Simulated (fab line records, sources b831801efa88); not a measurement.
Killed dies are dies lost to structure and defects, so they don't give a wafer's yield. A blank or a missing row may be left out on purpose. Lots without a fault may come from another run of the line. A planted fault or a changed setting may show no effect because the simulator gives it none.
Problem report in the 8D (eight disciplines) form, filled by code | flow sky130 | the parts of the form that need people (team, actions taken, sign-off) are left out

1. THE PROBLEM
LOCAL_INTERCONNECT_TIN_RS at SKY_LOCAL_INTERCONNECT_RS_MEAS_01 reads a mean of 11.91 ohm/sq on 9 wafers of 3 lots; wafers without a fault read 14.15 ohm/sq with a standard deviation of 0.13. That is -17 standard deviations from the usual mean.
The step: measures by four-point-probe.
First seen on wafer L204.2, day 33 08:58, on film_metro-01. The record holds 33 wafers of 11 lots with a number at this step. Rule for "out", or "out of limits": more than 4 standard deviations from the usual mean. The other wafers with a number count as sound.

2. WHAT IT IS AND WHAT IT IS NOT
question                    | is                           | is not
which readings at this step | LOCAL_INTERCONNECT_TIN_RS    | -
which lots                  | L204, L206, L208             | L192, L195, L196, L197, L211, L212, L213, L215
which wafers of those lots  | all that have a number       | -
read on which gauges        | film_metro-01, film_metro-03 | -
when                        | from day 33 08:58            | up to then (12 sound wafers); but 12 sound wafers of L211, L212, L213, L215 came after

3. SUSPECTS, AND WHAT RULES EACH OUT
Counting: a tool at a process step up to the reading stays a suspect if it ran every lot that is out and no sound lot after the first of them.
- the gauge at SKY_LOCAL_INTERCONNECT_RS_MEAS_01: ruled out. The wafers that are out were read on 2 gauges (film_metro-01, film_metro-03).
- pvd_sputter-04 at SKY_LOCAL_INTERCONNECT_SPUTTER_00 (material TiN, target thk 100 nm, time 83.3 s): kept. It ran every lot that is out, first L204 (day 33 08:53), and no sound lot after that; its last sound lot up to then is L192 (day 29 04:59).
Left after counting: pvd_sputter-04 at SKY_LOCAL_INTERCONNECT_SPUTTER_00.

4. THE CAUSE (what the simulator had put in)
Process parameter drift: pvd_sputter-04, from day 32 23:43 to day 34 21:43, at SKY_LOCAL_INTERCONNECT_SPUTTER_00. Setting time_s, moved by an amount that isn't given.
Counting left only this tool.

5. THE CHAIN OF EFFECTS, in route order
Each row: a reading whose mean over the struck wafers that have a number lies more than 3 standard deviations from the usual. Only readings for which the record gives a usual standard deviation are gone through. hours: the time from each lot's start at the first step in this table that gives one to its start at this step, as a median over the lots. sigmas: the change in usual standard deviations.
hours | step                                 | reading                    | usual        | on struck wafers | change | sigmas
0     | SKY_LOCAL_INTERCONNECT_RS_MEAS_01    | LOCAL_INTERCONNECT_TIN_RS  | 14.15 ohm/sq | 11.91            | -2.24  | -17
0     | SKY_LOCAL_INTERCONNECT_THK_MEAS_02   | LOCAL_INTERCONNECT_TIN_THK | 101.3 nm     | 120.0            | +18.7  | +17
27    | SKY_LOCAL_INTERCONNECT_METAL_ETCH_14 | oes_product_au             | 0.940 a.u.   | 0.997            | +0.057 | +8.7
27    | SKY_LOCAL_INTERCONNECT_METAL_ETCH_14 | throttle_valve_pct         | 21.901 %     | 21.866           | -0.035 | -3.7
The process steps in it:
- SKY_LOCAL_INTERCONNECT_METAL_ETCH_14: etches TiN in Cl2/BCl3, stops on PSG, target depth 110 nm, time 31.4 s.
Later measuring or inspecting steps at which every struck wafer that the step has a row for has a number for every such reading, and none has moved that far: SKY_CONTACT_OVL_MEAS_15.

6. WHAT WOULD HAVE CAUGHT IT SOONER
In this record the first reading out of limits at a measuring or inspecting step was taken at day 33 08:58, 9 hours after the fault began at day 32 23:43.
Of the tool readings at SKY_LOCAL_INTERCONNECT_SPUTTER_00 for which the record gives a usual standard deviation, none was out on any struck wafer, so an alarm limit of 4 standard deviations on them would not have fired.
Of the lots that are out (3), L206, L208 began SKY_LOCAL_INTERCONNECT_SPUTTER_00 on pvd_sputter-04 after day 33 08:58. A hold on the tool at that time would have spared those 2.
